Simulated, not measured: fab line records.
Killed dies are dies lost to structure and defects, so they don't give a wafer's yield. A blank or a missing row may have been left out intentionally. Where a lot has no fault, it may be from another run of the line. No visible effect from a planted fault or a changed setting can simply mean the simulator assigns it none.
Matching of chambers | flow gf180mcu | rie-diel-02 running GF_PASSIVATION_ETCH_11: 4 sister chambers
The step etches the open film in CF4/O2, stops on TiN, target depth 2040 nm, time 453.3 s. 14 wafers are shown with their chamber, then 7 later ones without.

WAFERS WITH THEIR CHAMBER
wafer  | chamber | drypump-motor-current-A (A) | oes-product-au (a.u.) | throttle-valve-pct (%)
L915.1 | 2       | 5.0                         | 0.992                 | 5.974
L915.4 | 3       | 5.8                         | 1.000                 | 5.989
L915.5 | 2       | 4.9                         | 0.986                 | 5.964
L917.1 | 2       | 4.9                         | 0.993                 | 5.957
L917.4 | 1       | 5.3                         | 1.002                 | 5.960
L917.5 | 1       | 5.3                         | 0.989                 | 5.975
L918.2 | 0       | 5.6                         | 0.988                 | 5.977
L918.3 | 3       | 5.8                         | 0.992                 | 5.960
L918.5 | 3       | 5.8                         | 0.992                 | 5.963
L921.1 | 0       | 5.6                         | 0.989                 | 5.972
L921.2 | 2       | 5.0                         | 0.992                 | 5.969
L921.3 | 3       | 5.8                         | 0.998                 | 5.968
L922.2 | 2       | 4.9                         | 0.984                 | 5.962
L922.3 | 1       | 5.3                         | 0.995                 | 5.979

SIGNATURES, as means of the wafers listed above
reading                 | chamber 0 | chamber 1 | chamber 2 | chamber 3 | scatter within a chamber
drypump-motor-current-A | 5.600     | 5.300     | 4.940     | 5.800     | 0.0346
oes-product-au          | 0.98850   | 0.99533   | 0.98940   | 0.99550   | 0.00451
throttle-valve-pct      | 5.97450   | 5.97133   | 5.96520   | 5.97000   | 0.00948
Rule: for each reading, subtract the chamber's mean from the wafer's reading, divide by that reading's scatter and square the result; add these up over the readings and take the root, which gives the wafer's distance from the chamber. If the next closest chamber is less than 2 further off than the closest, the wafer can't be placed; otherwise it belongs to the closest. The scatter is the square root of a quotient: the sum, over the shown wafers, of each reading's squared deviation from its chamber's mean, divided by wafers minus chambers.

WAFERS WHOSE CHAMBER IS MISSING
wafer  | drypump-motor-current-A (A) | oes-product-au (a.u.) | throttle-valve-pct (%)
L922.4 | 5.8                         | 0.993                 | 5.974
L924.2 | 5.3                         | 0.989                 | 5.971
L924.3 | 5.6                         | 0.998                 | 5.970
L924.6 | 5.3                         | 1.000                 | 5.976
L925.1 | 4.9                         | 1.000                 | 5.978
L925.3 | 5.8                         | 0.995                 | 5.957
L925.5 | 4.9                         | 0.999                 | 5.961

WHICH CHAMBER EACH ONE RAN IN
wafer  | from the rows above | in truth
L922.4 | 3                   | 3
L924.2 | 1                   | 1
L924.3 | 0                   | 0
L924.6 | 1                   | 1
L925.1 | 2                   | 2
L925.3 | 3                   | 3
L925.5 | 2                   | 2
Correctly placed: 7 of 7. Not placeable from these rows: 0. 0 placed wrongly.
